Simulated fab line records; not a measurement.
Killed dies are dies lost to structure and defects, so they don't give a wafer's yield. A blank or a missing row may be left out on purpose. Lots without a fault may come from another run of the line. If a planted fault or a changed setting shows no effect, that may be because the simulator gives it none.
fab line records	flow sky130
record: lots: 12	wafers: 36	last-day: 50
route steps=708 shown RES_XHIGH@360 LI_CONTACT@365 LOCAL_INTERCONNECT@387 CONTACT@406
lots with no fault: from the same line, run without faults
start-h: hours from the record's opening day to when the first of the lot's shown wafers began	wait-h: hours elapsed since this lot's preceding step	" the same as in the row above	L1.1+2: a row that stands for several wafers	- no value, or no start given	* or withheld: withheld	< > ~ a bound
route shown NAME@n: names a module that has steps shown in the file, with the first one's number in the route	usual: mean/standard deviation taken from wafers without a fault	same: alike in all rows	chamber/n: place in a boat	sites: per-site readings	_std_site: the values' standard deviation	_edge_site: mean of outer sites minus mean of inner sites	radius-mm: how far each site lies from the wafer's centre	mask NAME#n: copy n	behind: tool/chamber where the wafer was last shaped	hold: the reason the lot was held/the length of the hold in hours/how it ended	device: whichever transistor did not switch (one of n, p or np)	end of line: tests of these same wafers at the route's end	a step given without rows: its recipe and nothing more	killed: at the first sort, the dies lost to defects and structure; wafer yield is something else	map: per-die view of a wafer (x killed, . not killed, _ where there is no die)
set.NAME: the run value of the setting; set.NAME@STEP: its run value at that earlier step	model.NAME: the simulator's own value behind a step, which no gauge read
a sample of lots followed through the steps of the route, with each step as a table and each wafer as a row
services: from which hour (start-h, from the record's first day; less than 0 if before it) a tool's chamber was out of use, for how many hours, and why
== steps ==
step: SKY_SD_N_RS_MEAS_18
recipe: thk-meas-gauge: four-point-probe
usual: RES_XHIGH_RS: 333.3/1.4
lot.wafer	tool	chamber	start-h	wait-h	RES_XHIGH_RS[ohm/sq]
L234.1	film-metro-04	-	647.49	0.1	332.8
L234.2	"	-	"	"	333.3
L234.3	"	-	"	"	333.2
L237.2	film-metro-04	-	672.02	0.1	330.5
L237.3	"	-	"	"	332.0
L237.4	"	-	"	"	330.7
L238.1	film-metro-04	-	689.36	0.1	332.9
L238.3	"	-	"	"	332.2
L238.6	"	-	"	"	332.0
L240.3	film-metro-02	-	698.61	0.1	333.8
L240.5	"	-	"	"	335.1
L240.6	"	-	"	"	334.2
L243.2	film-metro-03	-	720.44	0.1	334.1
L243.3	"	-	"	"	333.1
L243.5	"	-	"	"	331.2
L247.1	film-metro-02	-	757.59	0.1	331.5
L247.3	"	-	"	"	333.7
L247.4	"	-	"	"	332.2
L248.1	film-metro-02	-	759.30	0.1	334.1
L248.4	"	-	"	"	333.8
L248.6	"	-	"	"	334.0
L249.1	film-metro-04	-	764.24	0.1	332.4
L249.3	"	-	"	"	333.2
L249.4	"	-	"	"	333.4
L251.3	film-metro-03	-	778.59	0.1	330.0
L251.5	"	-	"	"	331.9
L251.6	"	-	"	"	332.0
L252.1	film-metro-03	-	791.00	0.1	334.3
L252.4	"	-	"	"	333.9
L252.5	"	-	"	"	333.1
L255.1	film-metro-03	-	813.92	0.1	332.7
L255.3	"	-	"	"	334.3
L255.6	"	-	"	"	333.5
L257.1	film-metro-02	-	823.67	0.1	332.8
L257.3	"	-	"	"	331.9
L257.6	"	-	"	"	332.2
step: SKY_LI_CONTACT_BOW_MEAS_03
recipe: mode: bow
usual: LI_CONTACT_BOW: 56/6.4
lot.wafer	tool	chamber	start-h	wait-h	LI_CONTACT_BOW[um]
L234.1	film-metro-04	-	648.09	0.1	58
L234.2	"	-	"	"	54
L234.3	"	-	"	"	59
L237.2	film-metro-04	-	672.62	0.1	61
L237.3	"	-	"	"	53
L237.4	"	-	"	"	41
L238.1	film-metro-03	-	689.96	0.1	59
L238.3	"	-	"	"	53
L238.6	"	-	"	"	55
L240.3	film-metro-03	-	699.32	0.2	56
L240.5	"	-	"	"	58
L240.6	"	-	"	"	59
L243.2	film-metro-04	-	721.04	0.1	53
L243.3	"	-	"	"	64
L243.5	"	-	"	"	63
L247.1	film-metro-04	-	758.20	0.2	50
L247.3	"	-	"	"	50
L247.4	"	-	"	"	55
L248.1	film-metro-04	-	759.92	0.1	61
L248.4	"	-	"	"	55
L248.6	"	-	"	"	57
L249.1	film-metro-03	-	764.84	0.1	65
L249.3	"	-	"	"	48
L249.4	"	-	"	"	50
L251.3	film-metro-02	-	779.19	0.3	58
L251.5	"	-	"	"	55
L251.6	"	-	"	"	66
L252.1	film-metro-04	-	791.60	0.1	50
L252.4	"	-	"	"	59
L252.5	"	-	"	"	61
L255.1	film-metro-04	-	814.52	0.2	57
L255.3	"	-	"	"	66
L255.6	"	-	"	"	65
L257.1	film-metro-04	-	824.49	0.2	52
L257.3	"	-	"	"	63
L257.6	"	-	"	"	57
step: SKY_LOCAL_INTERCONNECT_SPUTTER_00
recipe: material: TiN	target-thk-nm: 100	temp-c: 300	power-w: 6500	time-s: 83.3	chamber-pressure-pa: 0.4
usual: cathode-dc-power-W: 6500.2/1.1	throttle-valve-pct: 29.6/0.71
lot.wafer	tool	chamber	start-h	wait-h	cathode-dc-power-W	throttle-valve-pct
L234.1	pvd-sputter-01	-	678.31	0.1	6502.6	30.2
L234.2	"	-	"	"	6499.8	29.0
L234.3	"	-	"	"	6500.7	28.7
L237.2	pvd-sputter-01	-	702.25	0.2	6499.4	31.1
L237.3	"	-	"	"	6500.6	29.9
L237.4	"	-	"	"	6502.0	29.3
L238.1	pvd-sputter-03	-	719.63	0.1	6501.1	30.3
L238.3	"	-	"	"	6500.0	29.6
L238.6	"	-	"	"	6500.4	29.4
L240.3	pvd-sputter-02	-	728.35	0.2	6501.7	28.8
L240.5	"	-	"	"	6499.7	29.4
L240.6	"	-	"	"	6501.1	30.0
L243.2	pvd-sputter-02	-	750.24	0.1	6500.5	28.5
L243.3	"	-	"	"	6500.7	29.5
L243.5	"	-	"	"	6499.0	29.1
L247.1	pvd-sputter-01	-	786.54	0.2	6499.0	29.9
L247.3	"	-	"	"	6500.8	30.7
L247.4	"	-	"	"	6499.8	28.9
L248.1	pvd-sputter-01	-	788.09	0.2	6501.4	29.3
L248.4	"	-	"	"	6500.7	29.8
L248.6	"	-	"	"	6502.0	30.1
L249.1	pvd-sputter-01	-	792.30	0.2	6501.0	29.9
L249.3	"	-	"	"	6501.1	28.9
L249.4	"	-	"	"	6502.0	31.0
L251.3	pvd-sputter-03	-	806.99	0.1	6500.3	30.1
L251.5	"	-	"	"	6500.1	29.9
L251.6	"	-	"	"	6500.5	29.5
L252.1	pvd-sputter-03	-	819.90	0.1	6500.0	30.3
L252.4	"	-	"	"	6501.6	30.1
L252.5	"	-	"	"	6500.7	29.5
L255.1	pvd-sputter-03	-	842.50	0.2	6501.5	29.4
L255.3	"	-	"	"	6497.3	30.5
L255.6	"	-	"	"	6499.7	29.4
L257.1	pvd-sputter-03	-	852.70	0.1	6501.9	29.6
L257.3	"	-	"	"	6500.4	29.3
L257.6	"	-	"	"	6500.6	30.2
step: SKY_LOCAL_INTERCONNECT_RS_MEAS_01
recipe: thk-meas-gauge: four-point-probe	reads: TiN_of_LOCAL_INTERCONNECT_SPUTTER_00
usual: LOCAL_INTERCONNECT_TIN_RS: 14.12/0.17
lot.wafer	tool	chamber	start-h	wait-h	LOCAL_INTERCONNECT_TIN_RS[ohm/sq]
L234.1	film-metro-04	-	678.38	0.0	14.33
L234.2	"	-	"	"	14.07
L234.3	"	-	"	"	14.01
L237.2	film-metro-04	-	702.33	0.1	13.96
L237.3	"	-	"	"	14.18
L237.4	"	-	"	"	13.92
L238.1	film-metro-01	-	719.69	0.0	14.10
L238.3	"	-	"	"	13.93
L238.6	"	-	"	"	13.97
L240.3	film-metro-03	-	728.45	0.1	14.40
L240.5	"	-	"	"	14.35
L240.6	"	-	"	"	14.08
L243.2	film-metro-01	-	750.33	0.1	14.51
L243.3	"	-	"	"	14.20
L243.5	"	-	"	"	14.33
L247.1	film-metro-03	-	786.60	0.0	13.96
L247.3	"	-	"	"	13.92
L247.4	"	-	"	"	13.86
L248.1	film-metro-01	-	788.16	0.0	14.08
L248.4	"	-	"	"	14.68
L248.6	"	-	"	"	14.25
L249.1	film-metro-03	-	792.36	0.0	14.33
L249.3	"	-	"	"	14.51
L249.4	"	-	"	"	14.58
L251.3	film-metro-01	-	807.10	0.1	14.31
L251.5	"	-	"	"	14.20
L251.6	"	-	"	"	14.20
L252.1	film-metro-01	-	819.96	0.0	14.31
L252.4	"	-	"	"	14.23
L252.5	"	-	"	"	14.05
L255.1	film-metro-01	-	842.56	0.0	14.01
L255.3	"	-	"	"	14.02
L255.6	"	-	"	"	13.78
L257.1	film-metro-03	-	852.76	0.0	13.85
L257.3	"	-	"	"	13.96
L257.6	"	-	"	"	14.16
step: SKY_CONTACT_CVD_00
recipe: material: Si3N4	target-thk-nm: 75	temp-c: 400	time-s: withheld	rf-w: 450
usual: heater-power-w: 701/110	rf-fwd-power-W: 443.9/2.7
lot.wafer	tool	chamber	start-h	wait-h	heater-power-w	rf-fwd-power-W
L234.1	pecvd-03	0	707.83	0.0	723	439.0
L234.2	"	1	"	"	601	441.5
L234.3	"	2	"	"	678	445.5
L237.2	pecvd-03	0	731.62	0.0	680	438.9
L237.3	"	1	"	"	569	442.6
L237.4	"	1	"	"	570	442.0
L238.1	pecvd-02	1	748.84	0.0	701	440.5
L238.3	"	0	"	"	799	445.9
L238.6	"	1	"	"	567	441.3
L240.3	pecvd-04	0	756.93	0.0	697	442.7
L240.5	"	0	"	"	695	440.8
L240.6	"	1	"	"	651	446.0
L243.2	pecvd-03	2	778.15	0.0	753	446.7
L243.3	"	1	"	"	529	442.8
L243.5	"	2	"	"	741	443.2
L247.1	pecvd-02	2	814.09	0.0	573	445.9
L247.3	"	0	"	"	880	444.2
L247.4	"	2	"	"	595	443.9
L248.1	pecvd-04	1	816.02	0.0	639	447.2
L248.4	"	1	"	"	657	445.3
L248.6	"	2	"	"	812	440.1
L249.1	pecvd-02	0	820.82	0.0	837	448.7
L249.3	"	0	"	"	833	446.1
L249.4	"	0	"	"	830	447.8
L251.3	pecvd-03	1	833.79	0.0	620	440.4
L251.5	"	0	"	"	660	439.2
L251.6	"	1	"	"	601	439.9
L252.1	pecvd-02	2	847.39	0.0	536	447.0
L252.4	"	0	"	"	938	443.2
L252.5	"	2	"	"	532	448.1
L255.1	pecvd-02	2	869.45	0.0	503	445.9
L255.3	"	0	"	"	866	446.5
L255.6	"	2	"	"	507	446.3
L257.1	pecvd-02	0	879.91	0.0	904	446.1
L257.3	"	1	"	"	586	444.1
L257.6	"	1	"	"	601	441.2
== services ==
tool	chamber	start-h	hours	kind
pvd-sputter-02	-	659.33	1.4	repair
pecvd-02	2	665.09	2.1	scheduled-down
pecvd-04	1	677.17	6.0	repair
pvd-sputter-01	1	681.32	-	consumable-replace:kit
pvd-sputter-01	1	681.32	18.0	scheduled-down
pvd-sputter-01	1	681.32	18.0	vent-cycle
pecvd-03	0	687.68	5.3	repair
pecvd-02	-	723.41	2.8	pm
pvd-sputter-03	-	771.79	1.0	repair
pvd-sputter-02	-	781.91	27.5	repair
pecvd-03	-	782.90	5.5	pm
pecvd-04	-	789.80	3.4	repair
pecvd-02	1	818.12	-	clean
pecvd-02	1	818.12	-	consumable-replace:showerhead
pecvd-02	1	818.12	29.0	scheduled-down
pecvd-02	1	818.12	29.0	vent-cycle
pecvd-02	2	820.77	15.5	repair
pvd-sputter-01	-	840.88	25.9	repair
pvd-sputter-02	-	844.04	1.2	repair
pvd-sputter-02	-	845.29	1.3	repair
pvd-sputter-02	-	845.80	3.6	repair
pecvd-04	0	870.73	10.1	repair
pvd-sputter-01	0	875.30	-	consumable-replace:kit
pvd-sputter-01	0	875.30	18.0	scheduled-down
== key ==
first-sign: step: SKY_LOCAL_INTERCONNECT_RS_MEAS_01	reading: LOCAL_INTERCONNECT_TIN_RS	direction: up	sigmas: 2.8	usual: 14.12	struck: 14.59
effect none on later readings
met-at SKY_LOCAL_INTERCONNECT_SPUTTER_00
struck-lots L248,L249
struck-wafers L248.4,L249.3,L249.4
tester-left-out L248,L249
not-acting-at SKY_SD_N_RS_MEAS_18,SKY_LI_CONTACT_BOW_MEAS_03,SKY_CONTACT_CVD_00
onset-between 786.54 788.09
fault: kind: process-parameter-drift	tool: pvd-sputter-01	chamber: -	onset-h: 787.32	steps: SKY_LOCAL_INTERCONNECT_SPUTTER_00	channel: time-s	offset: *	shape: step	end-h: 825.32	scope: struck-wafers-only	acts-in: *	stated: *
tester-left-out: of these lots the tester's yield and bins aren't shown, on N5 and GAA mostly nor the transistor test; their killed dies are dies lost to structure and defects alone, not to doping, threshold or leakage, so they don't give the yield
